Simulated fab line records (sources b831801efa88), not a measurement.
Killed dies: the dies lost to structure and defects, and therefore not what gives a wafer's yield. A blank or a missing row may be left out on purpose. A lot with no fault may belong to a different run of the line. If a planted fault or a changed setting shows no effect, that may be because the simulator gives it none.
fab line records ; flow sky130 ; part 1 of 2: steps 1 to 23 of 32
record lots=5; wafers=15; lastDay=49
route steps=708 shown METAL3@564 VIA3@573
lots untouched by any fault: they come from a run of this same line in which no faults occurred
startH: start of the lot's first displayed wafer, in hours after the record's first day ; waitH: hours elapsed since this lot's preceding step ; " same as the row above ; L1.1+2: one row covering several wafers at once ; - value missing, or start not given ; * or withheld: withheld ; < > ~ a bound
route shown NAME@n: names a module that has steps shown in the file, with the first one's number in the route ; usual: mean/standard deviation taken from wafers without a fault ; same: alike in all rows ; chamber/n: place in a boat ; sites: per-site readings ; _std_site: how widely they spread, as a standard deviation ; _edge_site: inner sites' mean taken away from outer sites' mean ; radiusMm: for every site, how far away it sits from the centre of the wafer ; mask NAME#n: copy n ; behind: tool/chamber where the wafer was last shaped ; hold: why the lot went on hold/how many hours it stayed there/how the hold came to an end ; device: which transistor (n, p or np) failed to switch ; end of line: tests run on the same wafers once the route is complete ; step lacking rows: just its recipe ; killed: dies lost to structure and defects at the first sort, not the wafer's yield ; map: shows each die of a wafer: x if killed, . if not, _ if none is there
set.NAME: setting as actually run; set.NAME@STEP: the setting as run at that earlier step ; model.NAME: the simulator's own value behind a step, which no gauge read
lots seen at some steps along the route; tables by step, rows by wafer
services: when a tool's chamber went out of use (startH, in hours from the record's first day, below 0 if earlier), for how many hours, and the reason
## steps
# step SKY_METAL3_OVL_MEAS_14
# usual METAL3_OVL=-5/5.7
lot.wafer;tool;chamber;startH;waitH;METAL3_OVL[nm]
L079.1;overlay-02;-;936.07;0.1;-8
L079.2;overlay-02;-;936.07;0.1;-11
L079.6;overlay-02;-;936.07;0.1;-7
L080.1;overlay-01;-;947.68;0.1;-1
L080.3;overlay-01;-;947.68;0.1;-3
L080.5;overlay-01;-;947.68;0.1;0
L082.1;overlay-02;-;963.91;0.1;1
L082.5;overlay-02;-;963.91;0.1;-1
L082.6;overlay-02;-;963.91;0.1;-2
L086.1;overlay-02;-;990.47;0.1;-4
L086.4;overlay-02;-;990.47;0.1;-9
L086.5;overlay-02;-;990.47;0.1;2
L092.2;overlay-02;-;1027.98;0.1;-3
L092.3;overlay-02;-;1027.98;0.1;-4
L092.6;overlay-02;-;1027.98;0.1;-4
# step SKY_METAL3_DESCUM_15
# recipe chemistry=O2; sourcePowerW=150; biasPowerW=0; pressureMtorr=10; tempC=40; timeS=8
# usual drypumpMotorCurrentA=5.8/0.39; oesProductAu=0.999/0.0077; tempC=39.99/0.11
lot.wafer;tool;chamber;startH;waitH;drypumpMotorCurrentA;oesProductAu;rfHoursCounterH;tempC
L079.1;rieMetal-02;0;936.11;0.0;5.3;0.994;8;39.81
L079.2;rieMetal-02;1;936.11;0.0;5.6;0.990;12;40.28
L079.6;rieMetal-02;1;936.11;0.0;5.6;0.992;-;40.08
L080.1;rieMetal-02;0;947.71;0.0;5.3;0.992;9;40.10
L080.3;rieMetal-02;1;947.71;0.0;5.6;0.987;-;40.03
L080.5;rieMetal-02;1;947.71;0.0;5.6;0.998;-;39.93
L082.1;rieMetal-01;0;963.95;0.0;5.5;1.010;2;40.00
L082.5;rieMetal-01;1;963.95;0.0;6.0;1.009;-;39.89
L082.6;rieMetal-01;0;963.95;0.0;5.5;1.013;-;40.08
L086.1;rieMetal-01;0;990.51;0.0;5.5;1.004;3;40.04
L086.4;rieMetal-01;0;990.51;0.0;5.5;0.999;-;39.95
L086.5;rieMetal-01;0;990.51;0.0;5.5;1.011;-;39.81
L092.2;rieMetal-04;1;1028.01;0.0;6.4;0.994;11;40.05
L092.3;rieMetal-04;0;1028.01;0.0;5.7;0.992;-;40.10
L092.6;rieMetal-04;0;1028.01;0.0;5.7;1.005;-;40.08
# step SKY_METAL3_ETCH_16
# recipe chemistry=N2/H2; target=BARC; ionEnergyEv=200; biasW=100; pressureMtorr=30; n2FlowSccm=100; h2FlowSccm=200; icpW=500; stopOn=SiO2; timeS=88.2; targetDepthA=600
# usual drypumpMotorCurrentA=5.8/0.39; oesProductAu=0.625/0.0048; throttleValvePct=13.205/0.0092
lot.wafer;tool;chamber;startH;waitH;drypumpMotorCurrentA;oesProductAu;rfHoursCounterH;throttleValvePct
L079.1;rieMetal-02;0;936.14;0.0;5.3;0.622;8;13.219
L079.2;rieMetal-02;1;936.14;0.0;5.6;0.621;12;13.204
L079.6;rieMetal-02;1;936.14;0.0;5.6;0.623;-;13.203
L080.1;rieMetal-02;0;947.75;0.0;5.3;0.627;9;13.218
L080.3;rieMetal-02;1;947.75;0.0;5.6;0.619;-;13.194
L080.5;rieMetal-02;1;947.75;0.0;5.6;0.624;-;13.191
L082.1;rieMetal-01;0;963.98;0.0;5.5;0.625;2;13.197
L082.5;rieMetal-01;1;963.98;0.0;6.0;0.634;-;13.209
L082.6;rieMetal-01;0;963.98;0.0;5.5;0.620;-;13.194
L086.1;rieMetal-01;0;990.54;0.0;5.5;0.617;3;13.212
L086.4;rieMetal-01;0;990.54;0.0;5.5;0.634;-;13.212
L086.5;rieMetal-01;0;990.54;0.0;5.5;0.618;-;13.207
L092.2;rieMetal-04;1;1028.05;0.0;6.4;0.626;11;13.200
L092.3;rieMetal-04;0;1028.05;0.0;5.7;0.618;-;13.200
L092.6;rieMetal-04;0;1028.05;0.0;5.7;0.620;-;13.199
# step SKY_METAL3_ETCH_17
# recipe target=SiO2; stopOn=TiN; chemistry=C4F8/O2/Ar; sourceW=1500; biasW=1200; pressureMtorr=40; c4f8FlowSccm=withheld; O2_flow_sccm=6; Ar_flow_sccm=300; timeS=3.9; targetDepthA=150
# usual oesProductAu=0.757/0.007
lot.wafer;tool;chamber;startH;waitH;oesProductAu;rfHoursCounterH
L079.1;rieDiel-04;2;936.24;0.1;0.768;21
L079.2;rieDiel-04;3;936.24;0.1;0.772;3
L079.6;rieDiel-04;3;936.24;0.1;0.762;-
L080.1;rieDiel-03;1;947.84;0.1;0.746;10
L080.3;rieDiel-03;3;947.84;0.1;0.744;9
L080.5;rieDiel-03;0;947.84;0.1;0.750;-
L082.1;rieDiel-04;3;964.08;0.1;0.765;4
L082.5;rieDiel-04;0;964.08;0.1;0.761;-
L082.6;rieDiel-04;1;964.08;0.1;0.776;-
L086.1;rieDiel-04;0;990.64;0.1;0.753;9
L086.4;rieDiel-04;3;990.64;0.1;0.766;5
L086.5;rieDiel-04;2;990.64;0.1;0.763;-
L092.2;rieDiel-03;2;1028.14;0.1;0.760;0
L092.3;rieDiel-03;1;1028.14;0.1;0.746;13
L092.6;rieDiel-03;2;1028.14;0.1;0.760;-
# step SKY_METAL3_METAL_ETCH_18
# recipe targetDepthA=8450; stopOn=SiO2; overEtchFrac=0.3; timeS=183.1; chemistry=Cl2/BCl3; resistSidewallDeg=88; pressureMtorr=10; icpW=900; biasW=48.5; Cl2_flow_sccm=60; bcl3FlowSccm=30
# usual drypumpMotorCurrentA=5.8/0.39; mfcCl2Sccm=60.00/0.17; oesProductAu=0.865/0.0073; throttleValvePct=22.264/0.0097
lot.wafer;tool;chamber;startH;waitH;drypumpMotorCurrentA;mfcCl2Sccm;oesProductAu;rfHoursCounterH;throttleValvePct
L079.1;rieMetal-04;1;936.26;0.0;6.4;60.31;0.859;6;22.273
L079.2;rieMetal-04;1;936.26;0.0;6.4;60.33;0.862;-;22.272
L079.6;rieMetal-04;1;936.26;0.0;6.4;60.34;0.860;-;22.274
L080.1;rieMetal-01;0;947.86;0.0;5.5;60.05;0.869;1;22.272
L080.3;rieMetal-01;0;947.86;0.0;5.5;60.14;0.858;-;22.253
L080.5;rieMetal-01;1;947.86;0.0;6.1;59.88;0.849;-;22.270
L082.1;rieMetal-04;0;964.09;0.0;5.7;60.09;0.868;1;22.263
L082.5;rieMetal-04;0;964.09;0.0;5.7;60.08;0.868;-;22.275
L082.6;rieMetal-04;1;964.09;0.0;6.4;59.85;0.873;-;22.254
L086.1;rieMetal-04;1;990.66;0.0;6.4;60.24;0.850;9;22.254
L086.4;rieMetal-04;0;990.66;0.0;5.7;59.92;0.860;-;22.271
L086.5;rieMetal-04;1;990.66;0.0;6.4;60.30;0.857;-;22.256
L092.2;rieMetal-01;1;1028.16;0.0;6.0;59.98;0.876;10;22.276
L092.3;rieMetal-01;0;1028.16;0.0;5.5;60.22;0.862;-;22.249
L092.6;rieMetal-01;0;1028.16;0.0;5.5;60.16;0.882;-;22.251
# step SKY_METAL3_STRIP_19
# recipe chemistry=O2/N2; powerW=1400; pressureMtorr=1500; platenTempC=withheld; o2FlowSccm=3000; n2FlowSccm=300; overashFraction=0.5
# usual drypumpMotorCurrentA=5.8/0.48; oesProductAu=0.501/0.0055; stripTimeToEndpointS=6.52/0.072
lot.wafer;tool;chamber;startH;waitH;drypumpMotorCurrentA;oesProductAu;rfHoursCounterH;stripTimeToEndpointS
L079.1;plasmaAsher-02;1;936.61;0.3;5.7;0.496;71;6.58
L079.2;plasmaAsher-02;0;936.61;0.3;5.4;0.501;71;6.52
L079.6;plasmaAsher-02;0;936.61;0.3;5.4;0.496;-;6.51
L080.1;plasmaAsher-03;1;948.04;0.1;5.3;0.507;115;6.65
L080.3;plasmaAsher-03;1;948.04;0.1;5.3;0.507;-;6.59
L080.5;plasmaAsher-03;1;948.04;0.1;5.3;0.490;-;6.59
L082.1;plasmaAsher-02;1;964.27;0.1;5.7;0.498;74;6.53
L082.5;plasmaAsher-02;0;964.27;0.1;5.4;0.500;-;6.45
L082.6;plasmaAsher-02;1;964.27;0.1;5.7;0.499;-;6.53
L086.1;plasmaAsher-04;1;990.84;0.1;6.5;0.500;22;6.61
L086.4;plasmaAsher-04;0;990.84;0.1;6.4;0.504;-;6.59
L086.5;plasmaAsher-04;0;990.84;0.1;6.4;0.510;-;6.54
L092.2;plasmaAsher-02;0;1028.34;0.1;5.4;0.503;80;6.44
L092.3;plasmaAsher-02;0;1028.34;0.1;5.4;0.497;-;6.52
L092.6;plasmaAsher-02;0;1028.34;0.1;5.4;0.498;-;6.52
# step SKY_METAL3_STRIP_20
# recipe chemistry=postEtchResidueRemover; timeS=1200; tempC=72.5
# usual tempC=72.50/0.13
lot.wafer;tool;chamber;startH;waitH;tempC
L079.1;wetBench-04;0;936.71;0.1;72.41
L079.2;wetBench-04;0;936.71;0.1;72.58
L079.6;wetBench-04;0;936.71;0.1;72.30
L080.1;wetBench-02;0;948.14;0.1;72.65
L080.3;wetBench-02;0;948.14;0.1;72.70
L080.5;wetBench-02;0;948.14;0.1;72.72
L082.1;wetBench-02;2;964.37;0.1;72.55
L082.5;wetBench-02;2;964.37;0.1;72.32
L082.6;wetBench-02;2;964.37;0.1;72.40
L086.1;wetBench-03;1;990.94;0.1;72.52
L086.4;wetBench-03;1;990.94;0.1;72.45
L086.5;wetBench-03;1;990.94;0.1;72.39
L092.2;wetBench-02;2;1028.44;0.1;72.56
L092.3;wetBench-02;2;1028.44;0.1;72.27
L092.6;wetBench-02;2;1028.44;0.1;72.52
# step SKY_METAL3_CLEAN_21
# recipe chemistry=IPA; timeS=180; tempC=25
# usual tempC=25.02/0.1
lot.wafer;tool;chamber;startH;waitH;tempC
L079.1;wetBench-03;2;937.08;0.0;25.04
L079.2;wetBench-03;2;937.08;0.0;24.95
L079.6;wetBench-03;2;937.08;0.0;25.00
L080.1;wetBench-04;3;948.48;0.0;25.04
L080.3;wetBench-04;3;948.48;0.0;24.97
L080.5;wetBench-04;3;948.48;0.0;24.84
L082.1;wetBench-03;1;964.71;0.0;24.84
L082.5;wetBench-03;1;964.71;0.0;24.78
L082.6;wetBench-03;1;964.71;0.0;25.11
L086.1;wetBench-02;1;991.28;0.0;25.02
L086.4;wetBench-02;1;991.28;0.0;25.15
L086.5;wetBench-02;1;991.28;0.0;24.97
L092.2;wetBench-04;2;1029.81;0.0;24.99
L092.3;wetBench-04;2;1029.81;0.0;24.99
L092.6;wetBench-04;2;1029.81;0.0;25.09
# step SKY_METAL3_CLEAN_22
# recipe chemistry=O3/DIW; dry=n2Spin
lot.wafer;tool;chamber;startH;waitH
L079.1+2+6;wetBench-02;3;937.14;0.0
L080.1+3+5;wetBench-03;0;948.54;0.0
L082.1+5+6;wetBench-04;0;964.78;0.0
L086.1+4+5;wetBench-04;2;991.34;0.0
L092.2+3+6;wetBench-03;3;1029.88;0.0
# step SKY_VIA3_HDPCVD_00
# recipe material=SiO2; targetThkNm=1635; sigmaOpenFrac=0.3; timeS=272.5; tempC=400; sih4FlowSccm=60; pressureMtorr=6
lot.wafer;tool;chamber;startH;waitH
L079.1+2+6;hdpcvd-02;1,2,1;937.23;0.0
L080.1+3+5;hdpcvd-01;1,0,0;948.63;0.0
L082.1+5+6;hdpcvd-01;1,0,2;964.87;0.0
L086.1+4+5;hdpcvd-02;0,0,1;991.43;0.0
L092.2+3+6;hdpcvd-02;1,2,0;1029.97;0.0
# step SKY_VIA3_THK_MEAS_01
# recipe reads=SiO2_of_VIA3_HDPCVD_00
# usual VIA3_HDPCVD_THK=1640/13
lot.wafer;tool;chamber;startH;waitH;VIA3_HDPCVD_THK[nm]
L079.1;filmMetro-02;-;937.40;0.1;1649
L079.2;filmMetro-02;-;937.40;0.1;1636
L079.6;filmMetro-02;-;937.40;0.1;1658
L080.1;filmMetro-04;-;948.80;0.1;1643
L080.3;filmMetro-04;-;948.80;0.1;1641
L080.5;filmMetro-04;-;948.80;0.1;1656
L082.1;filmMetro-01;-;965.04;0.1;1636
L082.5;filmMetro-01;-;965.04;0.1;1622
L082.6;filmMetro-01;-;965.04;0.1;1653
L086.1;filmMetro-02;-;991.60;0.1;1641
L086.4;filmMetro-02;-;991.60;0.1;1661
L086.5;filmMetro-02;-;991.60;0.1;1649
L092.2;filmMetro-04;-;1030.15;0.1;1631
L092.3;filmMetro-04;-;1030.15;0.1;1631
L092.6;filmMetro-04;-;1030.15;0.1;1661
# step SKY_VIA3_CMP_02
# recipe material=SiO2; downForcePsi=4; platenRpm=60; padVelocityMS=0.94248
# usual motorCurrentA=12.4/0.85
lot.wafer;tool;chamber;startH;waitH;motorCurrentA
L079.1;cmp-02;0;937.51;0.1;12.4
L079.2;cmp-02;1;937.51;0.1;11.3
L079.6;cmp-02;0;937.51;0.1;12.5
L080.1;cmp-01;3;948.91;0.1;12.1
L080.3;cmp-01;1;948.91;0.1;13.2
L080.5;cmp-01;3;948.91;0.1;12.2
L082.1;cmp-01;1;965.62;0.6;13.3
L082.5;cmp-01;1;965.62;0.6;12.4
L082.6;cmp-01;2;965.62;0.6;11.8
L086.4;cmp-01;0;991.76;0.1;13.4
L086.1;cmp-01;1;991.76;0.1;12.8
L086.5;cmp-01;2;991.76;0.1;11.5
L092.3;cmp-01;3;1030.30;0.1;11.8
L092.2;cmp-01;0;1030.30;0.1;13.2
L092.6;cmp-01;2;1030.30;0.1;12.0
# step SKY_VIA3_BOW_MEAS_03
# recipe mode=bow
# usual VIA3_BOW=80/7.6
lot.wafer;tool;chamber;startH;waitH;VIA3_BOW[um]
L079.1;filmMetro-01;-;937.76;0.2;82
L079.2;filmMetro-01;-;937.76;0.2;88
L079.6;filmMetro-01;-;937.76;0.2;81
L080.1;filmMetro-04;-;949.16;0.2;79
L080.3;filmMetro-04;-;949.16;0.2;86
L080.5;filmMetro-04;-;949.16;0.2;76
L082.1;filmMetro-01;-;965.92;0.2;82
L082.5;filmMetro-01;-;965.92;0.2;67
L082.6;filmMetro-01;-;965.92;0.2;82
L086.1;filmMetro-02;-;991.96;0.1;81
L086.4;filmMetro-02;-;991.96;0.1;79
L086.5;filmMetro-02;-;991.96;0.1;73
L092.2;filmMetro-01;-;1030.52;0.1;97
L092.3;filmMetro-01;-;1030.52;0.1;103
L092.6;filmMetro-01;-;1030.52;0.1;96
# step SKY_VIA3_DEHYDRATE_04
# recipe tempC=200; timeS=60
# usual chillPlateTempC=22.98/0.098; resistLineTempC=22.99/0.12
lot.wafer;tool;chamber;startH;waitH;chillPlateTempC;resistLineTempC
L079.1;lithoTrack-03;0;949.47;11.7;23.06;23.11
L079.2;lithoTrack-03;0;949.47;11.7;22.98;23.14
L079.6;lithoTrack-03;0;949.47;11.7;23.06;23.02
L080.1;lithoTrack-01;0;961.09;11.9;22.91;22.88
L080.3;lithoTrack-01;0;961.09;11.9;22.84;23.01
L080.5;lithoTrack-01;0;961.09;11.9;22.92;23.15
L082.1;lithoTrack-03;0;976.77;10.8;22.87;22.89
L082.5;lithoTrack-03;0;976.77;10.8;22.85;23.14
L082.6;lithoTrack-03;0;976.77;10.8;22.82;22.95
L086.1;lithoTrack-02;0;1003.31;11.3;23.12;23.14
L086.4;lithoTrack-02;0;1003.31;11.3;23.11;23.19
L086.5;lithoTrack-02;0;1003.31;11.3;23.05;23.10
L092.2;lithoTrack-01;0;1040.87;10.3;22.87;22.96
L092.3;lithoTrack-01;0;1040.87;10.3;22.81;22.75
L092.6;lithoTrack-01;0;1040.87;10.3;22.90;22.80
# step SKY_VIA3_HMDS_05
# recipe primeTimeS=60; primeTempC=120
# usual chillPlateTempC=23.05/0.1; resistLineTempC=22.97/0.11
lot.wafer;tool;chamber;startH;waitH;chillPlateTempC;resistLineTempC
L079.1;lithoTrack-03;0;949.62;0.1;22.94;22.86
L079.2;lithoTrack-03;0;949.62;0.1;23.02;23.08
L079.6;lithoTrack-03;0;949.62;0.1;23.11;22.97
L080.1;lithoTrack-01;0;961.24;0.1;23.11;22.93
L080.3;lithoTrack-01;0;961.24;0.1;22.90;23.04
L080.5;lithoTrack-01;0;961.24;0.1;22.94;22.81
L082.1;lithoTrack-03;0;976.92;0.1;23.02;22.91
L082.5;lithoTrack-03;0;976.92;0.1;23.11;23.11
L082.6;lithoTrack-03;0;976.92;0.1;22.97;23.02
L086.1;lithoTrack-02;0;1003.46;0.1;22.89;22.95
L086.4;lithoTrack-02;0;1003.46;0.1;22.78;22.83
L086.5;lithoTrack-02;0;1003.46;0.1;22.92;23.02
L092.2;lithoTrack-01;0;1041.02;0.1;23.09;23.15
L092.3;lithoTrack-01;0;1041.02;0.1;23.00;23.10
L092.6;lithoTrack-01;0;1041.02;0.1;23.18;23.16
# step SKY_VIA3_COAT_06
# recipe resist=BARC; tempC=withheld; timeS=withheld; spinRpm=3000; resistThkNm=60
# usual chillPlateTempC=*; resistLineTempC=*
lot.wafer;tool;chamber;startH;waitH;chillPlateTempC;resistLineTempC
L079.1;lithoTrack-03;0;949.77;0.1;*;*
L079.2;lithoTrack-03;0;949.77;0.1;*;*
L079.6;lithoTrack-03;0;949.77;0.1;*;*
L080.1;lithoTrack-01;0;961.39;0.1;*;*
L080.3;lithoTrack-01;0;961.39;0.1;*;*
L080.5;lithoTrack-01;0;961.39;0.1;*;*
L082.1;lithoTrack-03;0;977.07;0.1;*;*
L082.5;lithoTrack-03;0;977.07;0.1;*;*
L082.6;lithoTrack-03;0;977.07;0.1;*;*
L086.1;lithoTrack-02;0;1003.61;0.1;*;*
L086.4;lithoTrack-02;0;1003.61;0.1;*;*
L086.5;lithoTrack-02;0;1003.61;0.1;*;*
L092.2;lithoTrack-01;0;1041.17;0.1;*;*
L092.3;lithoTrack-01;0;1041.17;0.1;*;*
L092.6;lithoTrack-01;0;1041.17;0.1;*;*
# step SKY_VIA3_COAT_07
# recipe resist=KrF-thick; spinRpm=3000; resistThkNm=450
# usual chillPlateTempC=23.00/0.091; resistLineTempC=23.00/0.12
lot.wafer;tool;chamber;startH;waitH;chillPlateTempC;resistLineTempC
L079.1;lithoTrack-03;0;-;-;22.92;23.03
L079.2;lithoTrack-03;0;-;-;23.07;23.10
L079.6;lithoTrack-03;0;-;-;23.04;23.20
L080.1;lithoTrack-01;0;-;-;23.01;23.09
L080.3;lithoTrack-01;0;-;-;22.91;23.27
L080.5;lithoTrack-01;0;-;-;22.92;23.03
L082.1;lithoTrack-03;0;-;-;23.13;23.04
L082.5;lithoTrack-03;0;-;-;23.06;23.10
L082.6;lithoTrack-03;0;-;-;22.98;23.26
L086.1;lithoTrack-02;0;-;-;22.95;22.95
L086.4;lithoTrack-02;0;-;-;23.10;22.90
L086.5;lithoTrack-02;0;-;-;23.18;22.94
L092.2;lithoTrack-01;0;-;-;23.05;22.95
L092.3;lithoTrack-01;0;-;-;22.85;23.05
L092.6;lithoTrack-01;0;-;-;23.04;23.00
# step SKY_VIA3_SOFTBAKE_08
# recipe tempC=100; timeS=90; resist=KrF-thick
# usual chillPlateTempC=23.01/0.11; resistLineTempC=23.02/0.11
lot.wafer;tool;chamber;startH;waitH;chillPlateTempC;resistLineTempC
L079.1;lithoTrack-03;0;-;-;23.05;22.96
L079.2;lithoTrack-03;0;-;-;23.14;23.01
L079.6;lithoTrack-03;0;-;-;22.87;22.93
L080.1;lithoTrack-01;0;-;-;22.98;23.11
L080.3;lithoTrack-01;0;-;-;22.97;23.14
L080.5;lithoTrack-01;0;-;-;23.02;22.92
L082.1;lithoTrack-03;0;-;-;23.06;23.18
L082.5;lithoTrack-03;0;-;-;23.04;23.01
L082.6;lithoTrack-03;0;-;-;22.98;22.93
L086.1;lithoTrack-02;0;-;-;23.09;23.13
L086.4;lithoTrack-02;0;-;-;22.91;23.23
L086.5;lithoTrack-02;0;-;-;22.99;23.13
L092.2;lithoTrack-01;0;-;-;22.99;22.77
L092.3;lithoTrack-01;0;-;-;23.09;22.85
L092.6;lithoTrack-01;0;-;-;23.06;22.87
# step SKY_VIA3_EXPOSE_09
# recipe maskId=VIM3; na=0.8; sourceShape=annular; sigmaInner=0.55; sigmaOuter=0.85; targetCdNm=200; doseMj=38
# usual reticleTempC=23.00/0.11; stageVelMmS=499.97/0.29
lot.wafer;tool;chamber;startH;waitH;mask;reticleTempC;stageVelMmS
L079.1;krfScanner-01;0;-;-;VIM3#0;22.97;500.07
L079.2;krfScanner-01;0;-;-;VIM3#0;22.97;499.97
L079.6;krfScanner-01;0;-;-;VIM3#0;22.81;500.11
L080.1;krfScanner-01;0;-;-;VIM3#0;23.20;500.27
L080.3;krfScanner-01;0;-;-;VIM3#0;23.27;500.10
L080.5;krfScanner-01;0;-;-;VIM3#0;23.08;499.98
L082.1;krfScanner-01;0;-;-;VIM3#0;22.82;499.80
L082.5;krfScanner-01;0;-;-;VIM3#0;22.81;500.26
L082.6;krfScanner-01;0;-;-;VIM3#0;22.94;500.01
L086.1;krfScanner-01;0;-;-;VIM3#0;22.95;500.07
L086.4;krfScanner-01;0;-;-;VIM3#0;22.87;500.50
L086.5;krfScanner-01;0;-;-;VIM3#0;22.86;500.19
L092.2;krfScanner-02;0;-;-;VIM3#0;22.99;500.33
L092.3;krfScanner-02;0;-;-;VIM3#0;23.05;500.53
L092.6;krfScanner-02;0;-;-;VIM3#0;22.98;500.35
# step SKY_VIA3_PEB_10
# recipe pebTempC=withheld; pebTimeS=withheld; resist=KrF-thick
# usual chillPlateTempC=*; resistLineTempC=*
lot.wafer;tool;chamber;startH;waitH;chillPlateTempC;resistLineTempC
L079.1;lithoTrack-02;0;-;-;*;*
L079.2;lithoTrack-02;0;-;-;*;*
L079.6;lithoTrack-02;0;-;-;*;*
L080.1;lithoTrack-03;0;-;-;*;*
L080.3;lithoTrack-03;0;-;-;*;*
L080.5;lithoTrack-03;0;-;-;*;*
L082.1;lithoTrack-03;0;-;-;*;*
L082.5;lithoTrack-03;0;-;-;*;*
L082.6;lithoTrack-03;0;-;-;*;*
L086.1;lithoTrack-02;0;-;-;*;*
L086.4;lithoTrack-02;0;-;-;*;*
L086.5;lithoTrack-02;0;-;-;*;*
L092.2;lithoTrack-01;0;-;-;*;*
L092.3;lithoTrack-01;0;-;-;*;*
L092.6;lithoTrack-01;0;-;-;*;*
# step SKY_VIA3_DEVELOP_11
# recipe developTimeS=60; resist=KrF-thick; devTempC=21
# usual chillPlateTempC=22.97/0.1; resistLineTempC=22.98/0.1
lot.wafer;tool;chamber;startH;waitH;chillPlateTempC;resistLineTempC
L079.1;lithoTrack-02;0;-;-;23.12;22.85
L079.2;lithoTrack-02;0;-;-;23.17;23.00
L079.6;lithoTrack-02;0;-;-;23.10;22.98
L080.1;lithoTrack-03;0;-;-;23.17;22.91
L080.3;lithoTrack-03;0;-;-;23.02;23.17
L080.5;lithoTrack-03;0;-;-;23.22;22.90
L082.1;lithoTrack-03;0;-;-;22.97;23.22
L082.5;lithoTrack-03;0;-;-;22.91;22.93
L082.6;lithoTrack-03;0;-;-;22.79;23.04
L086.1;lithoTrack-02;0;-;-;22.95;22.99
L086.4;lithoTrack-02;0;-;-;22.93;23.09
L086.5;lithoTrack-02;0;-;-;22.96;23.15
L092.2;lithoTrack-01;0;-;-;23.04;23.10
L092.3;lithoTrack-01;0;-;-;22.90;23.12
L092.6;lithoTrack-01;0;-;-;22.95;22.94
# step SKY_VIA3_CD_MEAS_12
# recipe targetCdNm=200
# usual cdNm=200.3/1.1
lot.wafer;tool;chamber;startH;waitH;cdNm
L079.1;cdSem-02;-;962.66;-;200.3
L079.2;cdSem-02;-;962.66;-;199.6
L079.6;cdSem-02;-;962.66;-;200.3
L080.1;cdSem-02;-;973.32;-;200.1
L080.3;cdSem-02;-;973.32;-;200.2
L080.5;cdSem-02;-;973.32;-;199.1
L082.1;cdSem-02;-;989.87;-;200.4
L082.5;cdSem-02;-;989.87;-;201.4
L082.6;cdSem-02;-;989.87;-;200.2
L086.1;cdSem-02;-;1015.21;-;200.3
L086.4;cdSem-02;-;1015.21;-;200.7
L086.5;cdSem-02;-;1015.21;-;199.6
L092.2;cdSem-01;-;1052.21;-;199.3
L092.3;cdSem-01;-;1052.21;-;200.6
L092.6;cdSem-01;-;1052.21;-;200.7
# step SKY_VIA3_OVL_MEAS_13
# usual VIA3_OVL=-1/5.1
lot.wafer;tool;chamber;startH;waitH;VIA3_OVL[nm]
L079.1;overlay-02;-;962.78;0.1;7
L079.2;overlay-02;-;962.78;0.1;3
L079.6;overlay-02;-;962.78;0.1;-1
L080.1;overlay-01;-;973.44;0.1;-8
L080.3;overlay-01;-;973.44;0.1;-6
L080.5;overlay-01;-;973.44;0.1;-4
L082.1;overlay-01;-;989.99;0.1;11
L082.5;overlay-01;-;989.99;0.1;1
L082.6;overlay-01;-;989.99;0.1;2
L086.1;overlay-02;-;1015.33;0.1;-6
L086.4;overlay-02;-;1015.33;0.1;0
L086.5;overlay-02;-;1015.33;0.1;-6
L092.2;overlay-02;-;1052.32;0.1;-4
L092.3;overlay-02;-;1052.32;0.1;0
L092.6;overlay-02;-;1052.32;0.1;1
